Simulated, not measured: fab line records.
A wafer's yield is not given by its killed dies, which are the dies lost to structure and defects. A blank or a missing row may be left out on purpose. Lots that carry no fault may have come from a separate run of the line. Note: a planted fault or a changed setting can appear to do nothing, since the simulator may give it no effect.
Problem report in the 8D (eight disciplines) form, filled by code | flow sfq_line | the parts of the form that need people (team, actions taken, sign-off) are left out

1. THE PROBLEM
At SFQ_TRILAYER_I2_CMP_CMP_064, time_to_endpoint_s averages 276 s over 2 wafers from 2 lots, while fault-free wafers read 216 s, standard deviation 5.7. That is +11 standard deviations from the usual mean.
The step: polishes SiO2.
Earliest sighting: wafer L667.1 on cmp-02 at day 37 16:42. The record holds 40 wafers of 14 lots with a number at this step. Rule for "out", or "out of limits": more than 4 standard deviations from the usual mean. All remaining wafers that have a number are taken as sound.

2. WHAT IT IS, AND WHAT IT ISN'T
question                    | is                 | is not
which readings at this step | time_to_endpoint_s | motor_current_A
which lots                  | L667, L668         | L659, L660, L661, L662, L664, L665, L666, L670, L673, L675, L679, L681
which wafers of those lots  | L667.1, L668.3     | L667.4, L667.5, L668.2, L668.4
read on which tools         | cmp-02             | cmp-01
when                        | from day 37 16:42  | up to then (22 sound wafers); but 16 sound wafers of L667, L668, L670, L673, L675, L679, L681 came after

3. WHAT RULES OUT EACH SUSPECT
Counting: a tool at a process step up to the reading stays a suspect if it ran every lot that is out. Sound lots after the first of them don't rule it out here, since some wafers of a struck lot are sound.
- pecvd-03 at SFQ_TRILAYER_L0_CAP_PECVD_011 (deposits SiO2 from SiH4/N2O, time 13.333 s, target thk 60 nm): kept. Ran every lot that is out, first one L667 (day 5 18:17); last sound lot up to then L666 (day 5 14:40).
- cmp-02 at SFQ_TRILAYER_I2_CMP_CMP_064 (polishes SiO2): kept. Ran every lot that is out, first one L667 (day 37 16:42); last sound lot up to then L666 (day 37 09:29). Its own readings are out on those wafers: time_to_endpoint_s.
- At SFQ_TRILAYER_I2_CMP_CMP_064, inside cmp-02: chamber 2 took the wafers that are out, while their sound lot-mates went through chambers 0, 1, 3.
Left after counting: pecvd-03 at SFQ_TRILAYER_L0_CAP_PECVD_011, cmp-02 at SFQ_TRILAYER_I2_CMP_CMP_064.

4. THE CAUSE (what the simulator had put in)
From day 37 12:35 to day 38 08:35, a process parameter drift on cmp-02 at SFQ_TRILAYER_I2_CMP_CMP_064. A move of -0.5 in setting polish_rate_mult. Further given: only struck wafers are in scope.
Counting left 2 suspects, and this tool is among them.

5. SEQUENCE OF EFFECTS, ordered by route
Each row: a reading where the mean over the struck wafers with a number is more than 3 standard deviations away from the usual. Scope: only readings with a usual standard deviation given in the record; hours: median across lots of the time from each lot's start at the first step in this table that gives one to its start at this step; sigmas: change in usual standard deviations.
hours | step                                  | reading            | usual      | on struck wafers | change | sigmas
0     | SFQ_TRILAYER_I2_CMP_CMP_064           | time_to_endpoint_s | 216 s      | 276              | +60    | +11
3     | SFQ_TRILAYER_I2_METRO_MEASURE_065     | thk_nm             | 199.9 nm   | 304.6            | +104.7 | +99 or more
143   | SFQ_TRILAYER_I2_VIA_ETCH_VIA_ETCH_070 | oes_product_au     | 0.854 a.u. | 0.998            | +0.144 | +28
Process steps it contains:
- SFQ_TRILAYER_I2_CMP_CMP_064: polishes SiO2.
- SFQ_TRILAYER_I2_METRO_MEASURE_065
- SFQ_TRILAYER_I2_VIA_ETCH_VIA_ETCH_070: etches SiO2 in CHF3, stops on Nb, target depth 260 nm.

6. HOW IT WOULD HAVE BEEN CAUGHT EARLIER
4 hours passed between the start of the fault at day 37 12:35 and the first reading out of limits in this record, taken at day 37 16:42.
